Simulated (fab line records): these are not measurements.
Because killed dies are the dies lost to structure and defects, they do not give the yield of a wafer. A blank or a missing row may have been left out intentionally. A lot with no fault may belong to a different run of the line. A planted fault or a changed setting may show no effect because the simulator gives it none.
A sampling plan put to the test	flow sfq_line	one line in one fab, 63 faults in these records, each fault weighed on the records of the lots it struck
The line's own looks make up the plan; these are the steps of the route where a gauge or inspection reads the wafer and leaves it unchanged. Where struck wafers have a number at a look and the file lists that look's usual mean and standard deviation on fault-free wafers, the look can be judged. Caught: the struck wafers' mean, at a look after the fault's first step, is 4 or more of those standard deviations (sigma) away from the usual mean. On the tool: the fault's steps, tested the same way using the tool's own readings. A different recipe on the struck wafers counts as caught too, as does a record blank only for those wafers.

## THE FAULTS, as the simulator had put them in
1. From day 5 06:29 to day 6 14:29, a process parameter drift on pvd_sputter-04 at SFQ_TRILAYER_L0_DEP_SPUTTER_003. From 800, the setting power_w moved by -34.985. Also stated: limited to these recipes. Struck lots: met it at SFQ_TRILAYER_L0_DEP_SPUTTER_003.
2. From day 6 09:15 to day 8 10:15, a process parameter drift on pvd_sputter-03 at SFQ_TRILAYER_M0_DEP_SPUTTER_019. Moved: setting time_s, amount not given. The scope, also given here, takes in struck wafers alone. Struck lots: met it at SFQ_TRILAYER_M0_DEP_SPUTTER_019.
3. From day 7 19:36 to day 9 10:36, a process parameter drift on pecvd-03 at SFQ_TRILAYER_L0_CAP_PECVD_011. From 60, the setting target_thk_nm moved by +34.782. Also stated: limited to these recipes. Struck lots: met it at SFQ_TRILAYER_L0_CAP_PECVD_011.
4. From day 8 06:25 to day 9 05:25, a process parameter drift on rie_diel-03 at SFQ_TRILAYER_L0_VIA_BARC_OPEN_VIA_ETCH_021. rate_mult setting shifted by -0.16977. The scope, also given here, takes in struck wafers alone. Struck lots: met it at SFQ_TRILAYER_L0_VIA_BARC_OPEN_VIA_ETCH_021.
5. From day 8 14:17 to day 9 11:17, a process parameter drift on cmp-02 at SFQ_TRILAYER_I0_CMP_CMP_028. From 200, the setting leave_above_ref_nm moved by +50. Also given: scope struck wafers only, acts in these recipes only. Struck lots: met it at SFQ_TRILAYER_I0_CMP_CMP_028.
6. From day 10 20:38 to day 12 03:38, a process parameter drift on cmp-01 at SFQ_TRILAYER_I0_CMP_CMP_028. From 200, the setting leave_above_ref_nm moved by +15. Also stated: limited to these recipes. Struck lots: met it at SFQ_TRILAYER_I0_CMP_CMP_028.
7. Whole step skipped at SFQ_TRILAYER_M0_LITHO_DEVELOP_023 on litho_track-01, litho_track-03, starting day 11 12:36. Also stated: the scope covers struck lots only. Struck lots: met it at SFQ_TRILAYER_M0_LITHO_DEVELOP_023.
8. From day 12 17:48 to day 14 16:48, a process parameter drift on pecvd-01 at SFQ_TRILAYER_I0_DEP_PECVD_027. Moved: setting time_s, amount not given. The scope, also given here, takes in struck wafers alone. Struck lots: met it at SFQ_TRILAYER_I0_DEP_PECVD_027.
9. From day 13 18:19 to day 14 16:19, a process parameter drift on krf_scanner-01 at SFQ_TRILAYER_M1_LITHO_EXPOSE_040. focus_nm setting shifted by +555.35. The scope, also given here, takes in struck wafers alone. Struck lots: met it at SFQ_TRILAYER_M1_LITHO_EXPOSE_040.
10. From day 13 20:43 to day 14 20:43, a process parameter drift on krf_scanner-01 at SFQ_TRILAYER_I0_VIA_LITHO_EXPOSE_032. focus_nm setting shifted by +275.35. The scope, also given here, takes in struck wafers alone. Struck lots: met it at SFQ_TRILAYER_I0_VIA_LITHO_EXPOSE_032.
11. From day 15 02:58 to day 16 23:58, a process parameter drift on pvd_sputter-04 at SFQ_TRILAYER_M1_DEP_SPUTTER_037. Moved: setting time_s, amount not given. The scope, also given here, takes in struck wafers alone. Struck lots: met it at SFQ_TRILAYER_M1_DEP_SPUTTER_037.
12. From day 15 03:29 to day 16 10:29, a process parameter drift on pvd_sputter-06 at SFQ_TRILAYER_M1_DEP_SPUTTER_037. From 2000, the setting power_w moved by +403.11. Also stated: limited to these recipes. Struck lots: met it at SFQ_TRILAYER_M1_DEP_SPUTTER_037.
13. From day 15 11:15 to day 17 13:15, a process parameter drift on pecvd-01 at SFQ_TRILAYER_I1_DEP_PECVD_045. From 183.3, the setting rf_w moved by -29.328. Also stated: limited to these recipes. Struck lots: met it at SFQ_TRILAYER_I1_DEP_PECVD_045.
14. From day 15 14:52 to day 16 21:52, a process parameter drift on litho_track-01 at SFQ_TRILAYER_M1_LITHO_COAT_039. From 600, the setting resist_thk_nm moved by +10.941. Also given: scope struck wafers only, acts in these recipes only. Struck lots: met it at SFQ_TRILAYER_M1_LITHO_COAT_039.
15. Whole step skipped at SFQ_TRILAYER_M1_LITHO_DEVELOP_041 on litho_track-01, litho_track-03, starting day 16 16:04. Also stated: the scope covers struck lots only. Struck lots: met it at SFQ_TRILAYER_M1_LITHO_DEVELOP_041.
16. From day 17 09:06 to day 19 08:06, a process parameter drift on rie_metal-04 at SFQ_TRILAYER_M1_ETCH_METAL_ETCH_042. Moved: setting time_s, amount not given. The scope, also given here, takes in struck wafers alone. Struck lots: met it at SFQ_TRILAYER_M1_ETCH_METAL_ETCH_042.
17. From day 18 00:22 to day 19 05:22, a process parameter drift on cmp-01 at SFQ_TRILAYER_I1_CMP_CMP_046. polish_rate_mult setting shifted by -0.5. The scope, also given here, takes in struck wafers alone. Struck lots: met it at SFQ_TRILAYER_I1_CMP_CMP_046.
18. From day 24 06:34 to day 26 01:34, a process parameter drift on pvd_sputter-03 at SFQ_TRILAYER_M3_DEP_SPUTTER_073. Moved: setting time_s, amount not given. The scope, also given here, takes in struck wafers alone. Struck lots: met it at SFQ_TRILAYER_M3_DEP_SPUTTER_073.
19. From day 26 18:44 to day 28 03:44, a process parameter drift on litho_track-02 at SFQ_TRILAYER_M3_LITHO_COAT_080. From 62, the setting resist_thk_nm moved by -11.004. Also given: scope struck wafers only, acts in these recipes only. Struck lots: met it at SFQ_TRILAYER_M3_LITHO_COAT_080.
20. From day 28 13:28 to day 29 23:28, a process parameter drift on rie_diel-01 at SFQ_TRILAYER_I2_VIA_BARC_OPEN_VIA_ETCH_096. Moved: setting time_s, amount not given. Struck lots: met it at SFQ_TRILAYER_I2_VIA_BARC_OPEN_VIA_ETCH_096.
21. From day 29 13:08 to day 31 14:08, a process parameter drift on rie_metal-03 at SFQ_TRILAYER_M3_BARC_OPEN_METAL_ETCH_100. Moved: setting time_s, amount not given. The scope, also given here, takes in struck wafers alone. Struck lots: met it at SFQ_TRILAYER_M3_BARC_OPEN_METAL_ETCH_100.
22. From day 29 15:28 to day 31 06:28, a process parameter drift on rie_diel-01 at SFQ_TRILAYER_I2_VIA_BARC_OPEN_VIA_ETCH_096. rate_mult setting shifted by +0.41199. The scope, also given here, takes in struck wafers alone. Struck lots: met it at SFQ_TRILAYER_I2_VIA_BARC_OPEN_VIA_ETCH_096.
23. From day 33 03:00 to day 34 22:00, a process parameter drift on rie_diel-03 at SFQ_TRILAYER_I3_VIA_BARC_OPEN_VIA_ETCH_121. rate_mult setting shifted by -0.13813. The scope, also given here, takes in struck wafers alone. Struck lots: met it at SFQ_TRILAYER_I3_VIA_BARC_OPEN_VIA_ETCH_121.
24. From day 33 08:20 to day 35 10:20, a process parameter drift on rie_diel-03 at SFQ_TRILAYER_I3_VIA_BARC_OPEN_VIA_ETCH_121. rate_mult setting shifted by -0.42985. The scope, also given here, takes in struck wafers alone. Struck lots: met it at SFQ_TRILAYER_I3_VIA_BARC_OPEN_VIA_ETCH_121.
25. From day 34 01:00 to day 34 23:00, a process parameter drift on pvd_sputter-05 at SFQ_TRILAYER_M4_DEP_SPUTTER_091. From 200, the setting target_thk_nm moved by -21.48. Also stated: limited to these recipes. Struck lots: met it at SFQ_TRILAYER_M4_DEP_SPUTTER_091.
26. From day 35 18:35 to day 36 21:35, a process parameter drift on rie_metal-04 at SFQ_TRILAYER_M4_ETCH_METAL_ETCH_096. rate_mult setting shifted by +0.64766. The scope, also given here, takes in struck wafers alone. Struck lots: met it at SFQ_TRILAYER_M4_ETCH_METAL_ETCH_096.
27. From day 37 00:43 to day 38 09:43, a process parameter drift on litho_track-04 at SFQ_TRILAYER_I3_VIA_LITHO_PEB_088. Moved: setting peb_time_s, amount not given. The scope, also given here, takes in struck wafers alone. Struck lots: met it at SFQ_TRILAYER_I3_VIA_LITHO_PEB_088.
28. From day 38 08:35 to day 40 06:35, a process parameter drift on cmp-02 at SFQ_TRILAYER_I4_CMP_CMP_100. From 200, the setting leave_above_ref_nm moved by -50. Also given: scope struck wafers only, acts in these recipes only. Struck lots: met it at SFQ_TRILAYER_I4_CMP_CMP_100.
29. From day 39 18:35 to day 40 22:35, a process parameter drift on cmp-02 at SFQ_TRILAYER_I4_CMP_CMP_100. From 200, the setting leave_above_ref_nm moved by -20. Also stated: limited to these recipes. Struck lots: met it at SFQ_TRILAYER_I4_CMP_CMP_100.
30. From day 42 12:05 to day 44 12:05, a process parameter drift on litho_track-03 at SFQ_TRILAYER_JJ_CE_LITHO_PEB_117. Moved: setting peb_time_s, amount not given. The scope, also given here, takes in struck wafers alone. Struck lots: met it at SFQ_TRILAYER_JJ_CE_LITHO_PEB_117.
31. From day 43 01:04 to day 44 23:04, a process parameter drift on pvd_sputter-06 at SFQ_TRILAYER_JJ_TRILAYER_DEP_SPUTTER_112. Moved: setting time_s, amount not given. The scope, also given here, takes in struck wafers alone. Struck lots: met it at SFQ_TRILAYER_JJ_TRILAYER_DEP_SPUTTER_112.
32. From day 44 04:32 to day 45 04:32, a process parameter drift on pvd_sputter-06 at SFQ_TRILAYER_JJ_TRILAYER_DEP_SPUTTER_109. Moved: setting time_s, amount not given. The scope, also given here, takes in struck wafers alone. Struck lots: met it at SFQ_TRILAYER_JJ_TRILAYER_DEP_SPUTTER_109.
33. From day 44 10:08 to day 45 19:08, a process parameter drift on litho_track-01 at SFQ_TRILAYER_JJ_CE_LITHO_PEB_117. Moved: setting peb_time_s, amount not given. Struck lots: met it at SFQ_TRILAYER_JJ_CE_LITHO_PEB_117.
34. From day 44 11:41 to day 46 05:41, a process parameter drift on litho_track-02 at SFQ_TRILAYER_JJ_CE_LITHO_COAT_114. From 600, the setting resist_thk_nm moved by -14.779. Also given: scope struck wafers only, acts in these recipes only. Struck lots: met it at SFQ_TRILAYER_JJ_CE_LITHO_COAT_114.
35. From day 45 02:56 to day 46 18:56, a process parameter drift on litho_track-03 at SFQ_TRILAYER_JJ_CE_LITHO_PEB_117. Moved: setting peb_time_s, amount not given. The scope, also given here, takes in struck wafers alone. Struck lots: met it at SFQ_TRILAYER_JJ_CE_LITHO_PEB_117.
36. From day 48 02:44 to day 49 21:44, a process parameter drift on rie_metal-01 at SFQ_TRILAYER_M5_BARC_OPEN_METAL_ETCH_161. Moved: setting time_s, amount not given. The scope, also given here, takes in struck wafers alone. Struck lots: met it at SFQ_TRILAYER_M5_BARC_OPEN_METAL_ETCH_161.
37. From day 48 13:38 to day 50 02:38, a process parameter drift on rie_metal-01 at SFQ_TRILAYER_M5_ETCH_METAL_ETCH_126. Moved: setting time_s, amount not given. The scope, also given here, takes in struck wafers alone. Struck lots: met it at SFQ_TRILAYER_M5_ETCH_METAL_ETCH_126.
38. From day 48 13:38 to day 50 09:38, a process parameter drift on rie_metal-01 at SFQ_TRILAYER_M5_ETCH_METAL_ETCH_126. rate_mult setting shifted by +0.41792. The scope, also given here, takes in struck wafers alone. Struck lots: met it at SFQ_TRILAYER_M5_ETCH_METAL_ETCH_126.
39. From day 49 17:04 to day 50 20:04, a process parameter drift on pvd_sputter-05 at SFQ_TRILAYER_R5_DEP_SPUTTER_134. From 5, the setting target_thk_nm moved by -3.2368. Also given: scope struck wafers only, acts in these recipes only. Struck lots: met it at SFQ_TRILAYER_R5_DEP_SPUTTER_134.
40. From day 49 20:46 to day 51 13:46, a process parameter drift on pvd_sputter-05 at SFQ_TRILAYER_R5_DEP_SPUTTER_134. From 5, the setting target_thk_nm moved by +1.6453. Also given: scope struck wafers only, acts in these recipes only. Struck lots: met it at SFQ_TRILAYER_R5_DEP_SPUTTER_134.
41. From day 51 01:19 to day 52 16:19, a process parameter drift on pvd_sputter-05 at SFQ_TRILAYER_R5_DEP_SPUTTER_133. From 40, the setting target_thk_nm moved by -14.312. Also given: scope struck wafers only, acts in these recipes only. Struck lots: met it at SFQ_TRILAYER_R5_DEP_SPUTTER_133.
42. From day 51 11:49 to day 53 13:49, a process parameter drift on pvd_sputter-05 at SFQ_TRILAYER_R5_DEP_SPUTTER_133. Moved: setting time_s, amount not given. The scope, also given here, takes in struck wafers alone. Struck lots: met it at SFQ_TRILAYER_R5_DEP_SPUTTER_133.
43. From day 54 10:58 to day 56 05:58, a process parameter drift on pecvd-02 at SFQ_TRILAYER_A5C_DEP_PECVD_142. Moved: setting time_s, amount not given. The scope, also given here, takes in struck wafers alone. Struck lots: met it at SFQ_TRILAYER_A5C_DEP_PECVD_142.
44. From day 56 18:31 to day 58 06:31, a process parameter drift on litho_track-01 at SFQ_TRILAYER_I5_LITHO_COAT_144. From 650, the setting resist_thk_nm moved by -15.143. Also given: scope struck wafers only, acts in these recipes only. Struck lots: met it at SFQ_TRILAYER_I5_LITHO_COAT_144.
45. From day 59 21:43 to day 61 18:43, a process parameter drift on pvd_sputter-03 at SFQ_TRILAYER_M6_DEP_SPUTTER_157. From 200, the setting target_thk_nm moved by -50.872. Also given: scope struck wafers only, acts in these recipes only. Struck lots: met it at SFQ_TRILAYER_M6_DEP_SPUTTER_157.
46. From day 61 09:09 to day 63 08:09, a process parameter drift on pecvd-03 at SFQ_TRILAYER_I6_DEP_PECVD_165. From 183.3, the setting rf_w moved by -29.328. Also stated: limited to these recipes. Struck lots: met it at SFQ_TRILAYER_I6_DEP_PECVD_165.
47. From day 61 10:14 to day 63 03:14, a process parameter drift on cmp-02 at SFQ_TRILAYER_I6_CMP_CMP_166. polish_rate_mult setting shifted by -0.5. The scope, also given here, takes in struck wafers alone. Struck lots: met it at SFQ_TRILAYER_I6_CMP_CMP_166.
48. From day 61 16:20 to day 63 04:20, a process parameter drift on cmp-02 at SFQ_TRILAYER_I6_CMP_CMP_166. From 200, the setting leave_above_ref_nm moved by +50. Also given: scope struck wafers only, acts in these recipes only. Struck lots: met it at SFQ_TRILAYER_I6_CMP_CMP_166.
49. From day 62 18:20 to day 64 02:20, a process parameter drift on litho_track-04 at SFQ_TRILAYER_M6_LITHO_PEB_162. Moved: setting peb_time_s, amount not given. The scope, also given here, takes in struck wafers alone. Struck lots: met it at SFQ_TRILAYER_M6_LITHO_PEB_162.
50. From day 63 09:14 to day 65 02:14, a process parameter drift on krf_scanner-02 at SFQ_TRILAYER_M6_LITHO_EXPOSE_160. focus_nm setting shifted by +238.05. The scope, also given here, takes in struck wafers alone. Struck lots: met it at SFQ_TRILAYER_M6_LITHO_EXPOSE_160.
51. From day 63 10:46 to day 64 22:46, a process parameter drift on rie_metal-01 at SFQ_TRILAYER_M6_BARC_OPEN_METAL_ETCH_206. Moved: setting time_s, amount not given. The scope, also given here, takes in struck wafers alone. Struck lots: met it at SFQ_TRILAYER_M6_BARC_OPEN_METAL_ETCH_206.
52. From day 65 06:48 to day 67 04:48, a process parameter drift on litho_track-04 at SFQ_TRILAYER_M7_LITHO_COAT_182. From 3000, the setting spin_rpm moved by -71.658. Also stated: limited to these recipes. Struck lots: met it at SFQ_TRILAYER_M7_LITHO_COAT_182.
53. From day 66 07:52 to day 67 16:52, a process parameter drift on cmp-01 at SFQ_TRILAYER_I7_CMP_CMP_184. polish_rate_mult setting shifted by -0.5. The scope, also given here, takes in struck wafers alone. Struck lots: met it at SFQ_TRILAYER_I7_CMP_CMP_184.
54. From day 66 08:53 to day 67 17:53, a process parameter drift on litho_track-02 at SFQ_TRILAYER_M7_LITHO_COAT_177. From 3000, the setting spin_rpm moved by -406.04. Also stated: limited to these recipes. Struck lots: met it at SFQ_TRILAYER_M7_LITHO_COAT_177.
55. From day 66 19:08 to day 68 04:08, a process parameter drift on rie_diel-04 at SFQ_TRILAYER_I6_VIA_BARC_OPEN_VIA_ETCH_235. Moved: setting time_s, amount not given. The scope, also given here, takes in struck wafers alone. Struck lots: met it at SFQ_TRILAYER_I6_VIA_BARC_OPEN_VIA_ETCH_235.
56. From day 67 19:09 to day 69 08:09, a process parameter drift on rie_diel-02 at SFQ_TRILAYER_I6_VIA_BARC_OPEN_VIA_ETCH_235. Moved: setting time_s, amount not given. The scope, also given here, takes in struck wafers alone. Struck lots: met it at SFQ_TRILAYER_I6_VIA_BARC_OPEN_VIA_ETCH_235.
57. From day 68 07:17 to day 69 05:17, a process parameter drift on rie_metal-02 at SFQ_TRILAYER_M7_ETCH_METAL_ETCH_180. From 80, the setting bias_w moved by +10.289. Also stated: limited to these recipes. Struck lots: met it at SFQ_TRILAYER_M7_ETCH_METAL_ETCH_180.
58. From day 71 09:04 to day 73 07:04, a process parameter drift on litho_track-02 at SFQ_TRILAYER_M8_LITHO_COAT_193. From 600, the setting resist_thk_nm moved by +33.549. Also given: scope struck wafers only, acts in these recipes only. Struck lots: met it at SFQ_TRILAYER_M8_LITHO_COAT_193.
59. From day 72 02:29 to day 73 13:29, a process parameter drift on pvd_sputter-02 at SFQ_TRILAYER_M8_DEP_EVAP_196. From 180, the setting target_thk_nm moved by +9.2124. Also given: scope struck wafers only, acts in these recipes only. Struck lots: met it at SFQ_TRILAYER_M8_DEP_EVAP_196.
60. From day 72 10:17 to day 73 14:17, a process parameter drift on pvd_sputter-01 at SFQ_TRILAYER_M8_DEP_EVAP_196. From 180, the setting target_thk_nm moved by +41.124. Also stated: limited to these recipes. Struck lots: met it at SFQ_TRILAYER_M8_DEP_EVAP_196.
61. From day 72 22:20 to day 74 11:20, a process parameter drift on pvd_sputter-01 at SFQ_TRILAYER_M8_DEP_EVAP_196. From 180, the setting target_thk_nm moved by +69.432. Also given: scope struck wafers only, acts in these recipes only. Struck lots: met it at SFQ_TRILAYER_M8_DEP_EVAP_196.
62. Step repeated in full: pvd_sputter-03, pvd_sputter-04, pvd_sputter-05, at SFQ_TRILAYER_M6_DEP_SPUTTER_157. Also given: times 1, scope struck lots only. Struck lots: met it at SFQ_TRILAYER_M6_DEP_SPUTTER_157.
63. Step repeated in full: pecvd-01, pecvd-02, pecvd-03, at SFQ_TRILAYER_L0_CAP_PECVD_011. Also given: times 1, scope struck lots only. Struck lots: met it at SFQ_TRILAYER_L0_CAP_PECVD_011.

## WHAT THE PLAN SAW
fault	on the tool itself	first look that catches it	reading, sigma	median hours from its first step to that look	hours from the fault's start to the first struck lot there	judged looks passed uncaught
1	cathode_dc_power_W -99 or beyond sigma	none of the 2 looks that can be judged after it	strongest: L0_MONX_KI_RS at SFQ_L0_RS_MEAS_901, +3.8	-	-	2
2	under 2 sigma	SFQ_M0_RS_MEAS_904	M0_NB_RS -5.3	0.1	2	0
3	under 2 sigma	no look after it can be judged	-	-	-	0
4	under 2 sigma	no look after it can be judged	-	-	-	0
5	only faintly: time_to_endpoint_s -3.5 sigma	no look after it can be judged	-	-	-	0
6	under 2 sigma	none of the 3 looks that can be judged after it	-	-	-	3
7	no reading that can be judged	no look after it can be judged	-	-	-	0
8	run_length_s +25 sigma	no look after it can be judged	-	-	-	0
9	under 2 sigma	none of the 5 looks that can be judged after it	-	-	-	5
10	no reading that can be judged	not the one look that can be judged after it	-	-	-	1
11	under 2 sigma	SFQ_M1_RS_MEAS_909	M1_NB_RS +7.3	0.1	2	0
12	cathode_dc_power_W +99 or beyond sigma	SFQ_M1_RS_MEAS_909	M1_NB_RS -12	0.1	13	0
13	rf_fwd_power_W -41 sigma	no look after it can be judged	-	-	-	0
14	no reading that can be judged	not the one look that can be judged after it	-	-	-	1
15	no reading that can be judged	no look after it can be judged	-	-	-	0
16	run_length_s -81 sigma	none of the 5 looks that can be judged after it	-	-	-	5
17	time_to_endpoint_s +6.6 sigma	not the one look that can be judged after it	-	-	-	1
18	under 2 sigma	SFQ_M3_RS_MEAS_919	M3_NB_RS +17	0.1	3	0
19	no reading that can be judged	no look after it can be judged	-	-	-	0
20	oes_product_au +43 sigma	no look after it can be judged	-	-	-	0
21	oes_product_au +28 sigma	no look after it can be judged	-	-	-	0
22	under 2 sigma	no look after it can be judged	-	-	-	0
23	under 2 sigma	no look after it can be judged	-	-	-	0
24	under 2 sigma	no look after it can be judged	-	-	-	0
25	under 2 sigma	SFQ_M4_RS_MEAS_924	M4_NB_RS +8.9	0.1	14	0
26	under 2 sigma	no look after it can be judged	-	-	-	0
27	under 2 sigma	not the one look that can be judged after it	-	-	-	1
28	time_to_endpoint_s +4.5 sigma	no look after it can be judged	-	-	-	0
29	under 2 sigma	no look after it can be judged	-	-	-	0
30	under 2 sigma	no look after it can be judged	-	-	-	0
31	under 2 sigma	SFQ_JJ_RS_MEAS_929	JJ_NB_RS -7.3	0.1	32	0
32	under 2 sigma	no look after it can be judged	-	-	-	0
33	no reading that can be judged	no look after it can be judged	-	-	-	0
34	no reading that can be judged	not the one look that can be judged after it	-	-	-	1
35	under 2 sigma	no look after it can be judged	-	-	-	0
36	run_length_s +8.5 sigma	no look after it can be judged	-	-	-	0
37	run_length_s +83 sigma	no look after it can be judged	-	-	-	0
38	under 2 sigma	no look after it can be judged	-	-	-	0
39	under 2 sigma	not the one look that can be judged after it	strongest: R5_MONX_RS at SFQ_R5_RS_MEAS_933, +2.4	-	-	1
40	under 2 sigma	not the one look that can be judged after it	-	-	-	1
41	under 2 sigma	SFQ_R5_RS_MEAS_933	R5_MONX_RS +41	0.1	8	0
42	under 2 sigma	none of the 2 looks that can be judged after it	strongest: R5_MONX_RS at SFQ_R5_RS_MEAS_933, +3.7	-	-	2
43	under 2 sigma	no look after it can be judged	-	-	-	0
44	under 2 sigma	not the one look that can be judged after it	-	-	-	1
45	under 2 sigma	SFQ_M6_RS_MEAS_938	M6_NB_RS +30	0.1	3	0
46	rf_fwd_power_W -39 sigma	no look after it can be judged	-	-	-	0
47	time_to_endpoint_s +6.7 sigma	no look after it can be judged	-	-	-	0
48	only faintly: time_to_endpoint_s -3.2 sigma	not the one look that can be judged after it	-	-	-	1
49	heater_power_total_W +44 sigma	not the one look that can be judged after it	-	-	-	1
50	under 2 sigma	not the one look that can be judged after it	-	-	-	1
51	oes_product_au +41 sigma	no look after it can be judged	-	-	-	0
52	spin_speed_rpm -40 sigma	not the one look that can be judged after it	-	-	-	1
53	time_to_endpoint_s +6.0 sigma	no look after it can be judged	-	-	-	0
54	spin_speed_rpm -99 or beyond sigma	not the one look that can be judged after it	-	-	-	1
55	run_length_s +31 sigma	no look after it can be judged	-	-	-	0
56	run_length_s +15 sigma	no look after it can be judged	-	-	-	0
57	bias_w +47 sigma	no look after it can be judged	-	-	-	0
58	under 2 sigma	not the one look that can be judged after it	-	-	-	1
59	no reading that can be judged	SFQ_M8_THK_MEAS_950	M8_AU_THK +4.2	0.6	3	1
60	no reading that can be judged	SFQ_M8_RS_MEAS_949	M8_AU_RS -14	0.5	7	0
61	no reading that can be judged	SFQ_M8_RS_MEAS_949	M8_AU_RS -22	0.5	6	0
62	under 2 sigma	SFQ_M6_RS_MEAS_938	M6_NB_RS -44	0.3	-	0
63	under 2 sigma	none of the 2 looks that can be judged after it	-	-	-	2
Dash: fault not caught, or number not given in these records.

Caught at a look: 12 of 63. Caught on the tool: 21 of 63. By one or the other: 32 of 63.
On the tool alone, faults 1, 8, 13, 16, 17, 20, 21, 28, 36, 37, 46, 47, 49, 51, 52, 53, 54, 55, 56, 57 were caught.
Caught at a look alone: faults 2, 11, 18, 25, 31, 41, 45, 59, 60, 61, 62.
Caught by neither: faults 3, 4, 5, 6, 7, 9, 10, 14, 15, 19, 22, 23, 24, 26, 27, 29, 30, 32, 33, 34, 35, 38, 39, 40, 42, 43, 44, 48, 50, 58, 63.

## THINNER SAMPLING
In the worst case, this is how late the first struck lot would be measured if the look that catches a fault measured only every second or every third lot, by lot number:
fault	struck lots at that look, in order of time	every lot	every second lot	every third lot
2	L167, L170, L172	2 h	28 h	may miss all 3
11	L305, L306	2 h	9 h	may miss all 2
12	L802, L803	13 h	20 h	may miss all 2
18	L284, L286, L287	3 h	40 h	may miss all 3
25	L367, L368	14 h	20 h	may miss all 2
31	L779, L782	32 h	45 h	may miss all 2
41	L965, L966, L969	8 h	14 h	may miss all 3
45	L669, L671, L672	3 h	24 h	may miss all 3
59	L731, L733, L735	3 h	may miss all 3	27 h
60	L117, L119, L121	7 h	may miss all 3	23 h
61	L983, L987	6 h	may miss all 2	may miss all 2
Hours count from the start of the fault until the first struck lot that is measured. 4 sigma limit: tested on the pooled struck wafers, so a lone lot may be under it. Other struck lots may not be in these records.

## THE LONGEST TIMED WAY FROM STEP TO LOOK
In fault 59, a median of 0.6 hours elapses between SFQ_TRILAYER_M8_DEP_EVAP_196 and SFQ_M8_THK_MEAS_950. The look between them that can be judged stayed within 4 sigma: SFQ_M8_RS_MEAS_949.
